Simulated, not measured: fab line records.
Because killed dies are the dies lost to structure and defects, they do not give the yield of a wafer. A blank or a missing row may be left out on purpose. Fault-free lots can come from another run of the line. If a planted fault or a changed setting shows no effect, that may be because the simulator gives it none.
Problem report, 8D (eight disciplines) form, completed by code ; flow sky130 ; the parts of the form that need people (team, actions taken, sign-off) are left out

1. THE ISSUE
Across 3 wafers from 3 lots, VIA1_HDPCVD_THK at SKY_VIA1_THK_MEAS_01 averages 780 nm, while fault-free wafers read 1032 nm with a standard deviation of 10. Measured from the usual mean, that is -25 standard deviations.
First seen on wafer L577.4, day 37 05:46, on film metro-01. Wafers with a number at this step in the record: 32, from 11 lots. Rule for "out" (also "out of limits"): further than 4 standard deviations from the usual mean. Any other wafer with a number is counted as sound.

2. WHAT THIS IS AND IS NOT
question;is;is not
which readings at this step;VIA1_HDPCVD_THK;-
which lots;L577, L578, L580;L564, L565, L567, L568, L572, L574, L575, L576
which wafers of those lots;L577.4, L578.1, L580.4;L577.2, L577.5, L578.3, L578.5, L580.6
read on which gauges;film metro-01, film metro-04;film metro-03
when;from day 37 05:46;"up to then (26 sound wafers); but 3 sound wafers of L578, L580 came after"

3. WHAT RULES OUT EACH SUSPECT
Counting: any tool at a process step up to the reading remains a suspect provided it ran every lot that is out. Sound lots after the first of them don't rule it out here, since some wafers of a struck lot are sound.
- the gauge at SKY_VIA1_THK_MEAS_01 has been ruled out. The wafers that are out were read on 2 gauges (film metro-01, film metro-04).
- hdpcvd-01 at SKY_VIA1_HDPCVD_00 (deposits SiO2, target thk 1030 nm, time 171.7 s): kept. It processed each lot that is out (first: L577, day 37 05:38); up to then, its last sound lot is L576 (day 37 00:22). Out on those wafers are its own readings of run length s.
Remaining after the count: hdpcvd-01 at SKY_VIA1_HDPCVD_00.

4. THE CAUSE (what the simulator had put in)
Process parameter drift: hdpcvd-01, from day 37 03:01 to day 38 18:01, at SKY_VIA1_HDPCVD_00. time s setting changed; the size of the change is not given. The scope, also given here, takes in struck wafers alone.
The count eliminated every tool but this one.

5. THE CHAIN OF EFFECTS, in route order
Each row: a reading where the mean over the struck wafers with a number is more than 3 standard deviations away from the usual. Only readings whose record carries a usual standard deviation are examined. hours: median over the lots of the time between each lot's start at the first step of this table that gives one and its start at this step. sigmas: the change, counted in usual standard deviations.
hours;step;reading;usual;on struck wafers;change;sigmas
0;SKY_VIA1_HDPCVD_00;run length s;199.7 s;155.2;-44.5;-86
0;SKY_VIA1_THK_MEAS_01;VIA1_HDPCVD_THK;1032 nm;780;-252;-25
Its process steps:
- SKY_VIA1_HDPCVD_00: deposits SiO2, target thk 1030 nm, time 171.7 s.

6. HOW IT WOULD HAVE BEEN CAUGHT EARLIER
In this record the first reading out of limits at a measuring or inspecting step was taken at day 37 05:46, 3 hours after the fault began at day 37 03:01.
Tool's own readings at SKY_VIA1_HDPCVD_00, run length s: out on all struck wafers the step has rows for; an alarm limit on them would have tripped on the first.
Of the lots that are out (3), L578, L580 began SKY_VIA1_HDPCVD_00 on hdpcvd-01 after day 37 05:46. A hold on the tool at that time would have spared those 2.
